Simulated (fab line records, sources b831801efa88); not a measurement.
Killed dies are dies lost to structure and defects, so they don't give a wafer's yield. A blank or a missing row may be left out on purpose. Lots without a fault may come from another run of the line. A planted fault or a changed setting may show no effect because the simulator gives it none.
Which tool did it? | flow sky130 | 12 lots, 36 wafers sampled, at 5 steps of a route of 708

WHAT THE GAUGES READ, wafer by wafer
SKY_CAPM_OVL_MEAS_12.
lot  | measured     | on         | CAPM_OVL (nm)
L189 | day 38 06:05 | overlay-01 | -2.5 -2.6 -2.5
L190 | day 38 11:02 | overlay-02 | 0.7 1.7 -0.6
L192 | day 39 05:08 | overlay-01 | 1.3 1.5 2.1
L195 | day 39 20:44 | overlay-01 | -2.2 0.2 -0.9
L196 | day 40 00:50 | overlay-01 | -0.2 -0.3 0.5
L197 | day 40 08:23 | overlay-02 | 0.1 -1.0 -0.3
L198 | day 40 17:52 | overlay-01 | -1.5 -0.6 0.9
L205 | day 43 03:17 | overlay-01 | -1.0 -0.7 -1.7
L207 | day 43 07:45 | overlay-02 | 1.0 -0.5 1.4
L206 | day 43 13:53 | overlay-01 | 1.2 1.1 0.6
L209 | day 43 19:33 | overlay-02 | 1.1 1.5 0.5
L210 | day 44 04:09 | overlay-01 | -0.1 1.6 0.1

SKY_VIA3_THK_MEAS_01.
lot  | measured     | on            | VIA3_HDPCVD_THK (nm)
L189 | day 39 08:34 | film_metro-04 | 1663 1660 1656
L190 | day 39 13:29 | film_metro-02 | 1648 1614 1597
L192 | day 40 08:14 | film_metro-03 | 1640 1631 1653
L195 | day 40 23:40 | film_metro-03 | 1645 1651 1633
L196 | day 41 04:07 | film_metro-02 | 2334 1634 2329
L197 | day 41 11:11 | film_metro-02 | 1669 1656 1647
L198 | day 41 20:56 | film_metro-03 | 1649 1630 2330
L205 | day 44 04:25 | film_metro-02 | 1652 1649 1652
L207 | day 44 08:13 | film_metro-03 | 1633 1627 1646
L206 | day 44 14:32 | film_metro-02 | 1659 1664 1655
L209 | day 44 20:22 | film_metro-02 | 1688 1648 1652
L210 | day 45 03:46 | film_metro-04 | 1631 1648 1660

SKY_CAP2M_THK_MEAS_04: measures by xrf.
lot  | measured     | on            | CAP2M_TIN_THK (nm)
L189 | day 40 11:32 | film_metro-02 | 194 197 195
L190 | day 40 16:52 | film_metro-02 | 193 195 189
L192 | day 41 14:53 | film_metro-03 | 193 193 201
L195 | day 42 01:14 | film_metro-03 | 198 204 198
L196 | day 42 07:00 | film_metro-01 | 197 191 197
L197 | day 42 16:30 | film_metro-01 | 198 201 201
L198 | day 42 23:03 | film_metro-03 | 196 192 196
L205 | day 45 05:02 | film_metro-01 | 191 199 193
L207 | day 45 08:20 | film_metro-01 | 197 196 198
L206 | day 45 13:51 | film_metro-03 | 191 194 193
L209 | day 45 19:38 | film_metro-02 | 204 195 197
L210 | day 46 03:21 | film_metro-01 | 192 191 194

WHICH TOOL RAN EACH LOT (tool, then ch and the chambers of the sampled wafers, then the start)
lot  | SKY_METAL3_SPUTTER_02        | SKY_VIA3_HDPCVD_00
L189 | pvd_sputter-04, day 37 04:29 | hdpcvd-02 ch 0,2, day 39 08:24
L190 | pvd_sputter-01, day 37 08:28 | hdpcvd-01 ch 0,1,2, day 39 13:19
L192 | pvd_sputter-03, day 38 04:16 | hdpcvd-02 ch 0,2, day 40 08:03
L195 | pvd_sputter-04, day 38 19:58 | hdpcvd-01 ch 1,2, day 40 23:29
L196 | pvd_sputter-03, day 38 23:53 | hdpcvd-01 ch 0,1, day 41 03:56
L197 | pvd_sputter-03, day 39 07:28 | hdpcvd-02 ch 0,2, day 41 11:01
L198 | pvd_sputter-03, day 39 16:43 | hdpcvd-01 ch 0,1,2, day 41 20:45
L205 | pvd_sputter-04, day 42 04:25 | hdpcvd-02 ch 0,2, day 44 04:15
L207 | pvd_sputter-03, day 42 09:17 | hdpcvd-01 ch 0,1, day 44 08:02
L206 | pvd_sputter-04, day 42 14:46 | hdpcvd-02 ch 0,2, day 44 14:22
L209 | pvd_sputter-03, day 42 20:31 | hdpcvd-01 ch 0,1, day 44 20:11
L210 | pvd_sputter-04, day 43 05:28 | hdpcvd-01 ch 0,1,2, day 45 03:35
- SKY_METAL3_SPUTTER_02: material AlCu, target thk 735 nm, time 39.1 s.
- SKY_VIA3_HDPCVD_00: deposits SiO2, target thk 1635 nm, time 272.5 s.

WHAT THE TOOLS THEMSELVES READ (means of the sampled wafers that have a number; where no wafer has one, the mark that the record gives instead)
SKY_METAL3_SPUTTER_02.
lot  | tool           | throttle_valve_pct (%)
L189 | pvd_sputter-04 | 31.3
L190 | pvd_sputter-01 | 30.2
L192 | pvd_sputter-03 | 30.5
L195 | pvd_sputter-04 | 31.3
L196 | pvd_sputter-03 | 30.4
L197 | pvd_sputter-03 | 30.4
L198 | pvd_sputter-03 | 30.4
L205 | pvd_sputter-04 | 30.0
L207 | pvd_sputter-03 | 30.3
L206 | pvd_sputter-04 | 31.6
L209 | pvd_sputter-03 | 30.9
L210 | pvd_sputter-04 | 30.6

THE ANSWER, worked out from the rows above alone
Rule: what is usual is taken from the lots themselves. Put in order of their means at a reading, lots are off if they are a third of the lots or fewer, leave a main group of 4 or more, and stand apart from it by a gap of 3 or more times the standard deviation of the main group's means; of several such gaps the widest counts. A main group whose means are all the same, to the digits that the tables above print for the reading, isn't used. A lot without any number at a reading at which 4 lots or more have one is off too. The other lots that the step has rows for count as sound. The gauges are gone through in route order, then the tools' own readings, and for those a lot's mean is taken as printed above. The first step at which some lot is off is used, and at that step the reading that is off furthest; a lot without a number counts as furthest.
Off: L196, L198, at SKY_VIA3_THK_MEAS_01 (VIA3_HDPCVD_THK). The main group: mean 1648 nm, standard deviation 13.
A tool fits if, at a process step before that reading, it ran every lot that is off, and no sound lot after the first of them. The gauges at SKY_VIA3_THK_MEAS_01 are tried like those tools. None of those tried fits.

WHAT THE SIMULATOR HAD PUT IN
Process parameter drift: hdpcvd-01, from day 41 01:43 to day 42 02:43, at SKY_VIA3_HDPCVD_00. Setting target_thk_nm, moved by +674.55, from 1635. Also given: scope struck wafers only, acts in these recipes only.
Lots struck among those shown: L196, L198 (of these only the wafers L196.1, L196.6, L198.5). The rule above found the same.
